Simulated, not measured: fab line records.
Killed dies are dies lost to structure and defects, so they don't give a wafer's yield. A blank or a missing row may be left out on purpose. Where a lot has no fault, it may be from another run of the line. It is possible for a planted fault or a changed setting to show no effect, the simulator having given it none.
Problem report in the 8D (eight disciplines) form, filled by code :: flow gf180mcu :: the parts of the form that need people (team, actions taken, sign-off) are left out

1. WHAT WENT WRONG
heater-power-total-W at GF_VT_IMPLANT_SOFTBAKE_25 reads a mean of 60.93 W on 6 wafers of 2 lots; wafers without a fault read 56.60 W with a standard deviation of 0.042. So: +99 or more standard deviations from the usual mean.
The step: time 60 s.
First seen on wafer L691.1, day 10 09:38, on litho-track-02. The record holds 36 wafers of 12 lots with a number at this step. The rule behind "out" and "out of limits": a value lying over 4 standard deviations away from the usual mean. The other wafers with a number count as sound.

2. WHAT IT IS, WHAT IT ISN'T
question: which readings at this step
is: heater-power-total-W, plate-temp-C
is not: -

question: which lots
is: L691, L693
is not: L678, L680, L681, L682, L683, L684, L689, L696, L697, L699

question: which wafers of those lots
is: all that have a number
is not: -

question: read on which tools
is: litho-track-02
is not: litho-track-01, litho-track-04

question: when
is: from day 10 09:38
is not: up to then (21 sound wafers); but 9 sound wafers of L696, L697, L699 came after

3. THE SUSPECTS, EACH WITH WHAT RULES IT OUT
Counting: any tool at a process step up to the reading is kept as a suspect provided that every lot that is out went through it and no sound lot did after the first of them.
- litho-track-02 at GF_VT_IMPLANT_SOFTBAKE_25 (time 60 s): kept. All lots that are out passed through it, beginning with L691 at day 10 09:38, and no sound lot followed; its final sound lot before that point was L683 at day 8 02:31. Out on those wafers are its own readings of heater-power-total-W, plate-temp-C.
The count leaves litho-track-02 at GF_VT_IMPLANT_SOFTBAKE_25.

4. THE CAUSE (what the simulator had put in)
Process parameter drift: litho-track-02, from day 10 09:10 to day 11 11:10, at GF_VT_IMPLANT_SOFTBAKE_25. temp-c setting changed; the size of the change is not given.
Counting left only this tool.

5. THE EFFECT CHAIN, in route order
Rows list readings where the struck wafers' mean (over those with a number) sits beyond 3 standard deviations from the usual. Only readings for which the record gives a usual standard deviation are gone through. hours: the time from each lot's start at the first step in this table that gives one to its start at this step, as a median over the lots. sigmas: the change in usual standard deviations.
hours: 0
step: GF_VT_IMPLANT_SOFTBAKE_25
reading: heater-power-total-W
usual: 56.60 W
on struck wafers: 60.93
change: +4.33
sigmas: +99 or more

hours: 0
step: GF_VT_IMPLANT_SOFTBAKE_25
reading: plate-temp-C
usual: 89.98 C
on struck wafers: 95.02
change: +5.04
sigmas: +34

hours: 10
step: GF_VT_IMPLANT_STRIP_31
reading: strip-time-to-endpoint-s
usual: 12.62 s
on struck wafers: 12.49
change: -0.13
sigmas: -3.8
Process steps it contains:
- GF_VT_IMPLANT_SOFTBAKE_25: time 60 s.
- GF_VT_IMPLANT_STRIP_31: strips in O2/N2.
Later steps that measure or inspect, where all struck wafers having a row at the step show a number for every such reading and not one has moved that far: GF_VT_IMPLANT_RS_MEAS_48.

6. HOW IT WOULD HAVE BEEN CAUGHT EARLIER
First out-of-limits reading in this record: day 10 09:38, which is 0 hours after fault onset at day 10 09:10.
